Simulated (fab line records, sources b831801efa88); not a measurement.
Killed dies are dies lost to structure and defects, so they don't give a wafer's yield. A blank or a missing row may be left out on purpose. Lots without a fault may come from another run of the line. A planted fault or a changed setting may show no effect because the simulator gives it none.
Chamber matching | flow gf180mcu | GF_STI_ETCH_14 on rie_si-02: 4 sister chambers
The step etches Si in HBr/Cl2/O2, target depth 360 nm, time 102.9 s. 4 wafers are shown with their chamber, then 7 later ones without.

WAFERS WITH THEIR CHAMBER
wafer  | chamber | oes_product_au (a.u.)
L379.3 | 2       | 1.011
L390.3 | 3       | 0.992
L392.1 | 1       | 0.991
L392.2 | 0       | 1.002

WAFERS WITHOUT THEIR CHAMBER
wafer  | oes_product_au (a.u.)
L392.6 | 1.002
L397.1 | 0.998
L397.3 | 0.992
L397.4 | 0.998
L400.1 | 1.010
L400.4 | 0.988
L400.6 | 0.995

WHICH CHAMBER EACH WENT THROUGH
wafer  | from the rows above          | in truth
L392.6 | 0                            | 0
L397.1 | can't be placed: 0 or 3 or 1 | 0
L397.3 | can't be placed: 3 or 1      | 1
L397.4 | can't be placed: 0 or 3 or 1 | 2
L400.1 | 2                            | 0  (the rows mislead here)
L400.4 | can't be placed: 1 or 3      | 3
L400.6 | can't be placed: 3 or 1 or 0 | 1
Placed correctly: 1 of 7. Can't be placed from these rows: 5 (the true chamber is among the candidates in 4). Placed wrongly: 1.
How it was worked out, from the rows above alone: a wafer's distance from a chamber is the root of the sum, over the readings, of the square of ((its reading less the chamber's mean) divided by the reading's scatter). The wafer belongs to the nearest chamber; if the next one is less than 2 further off, it can't be placed. A chamber's mean is the mean of its shown wafers. The scatter: with one shown wafer a chamber, the root of the mean of the squares of how far each hidden wafer lies from its nearest shown one.
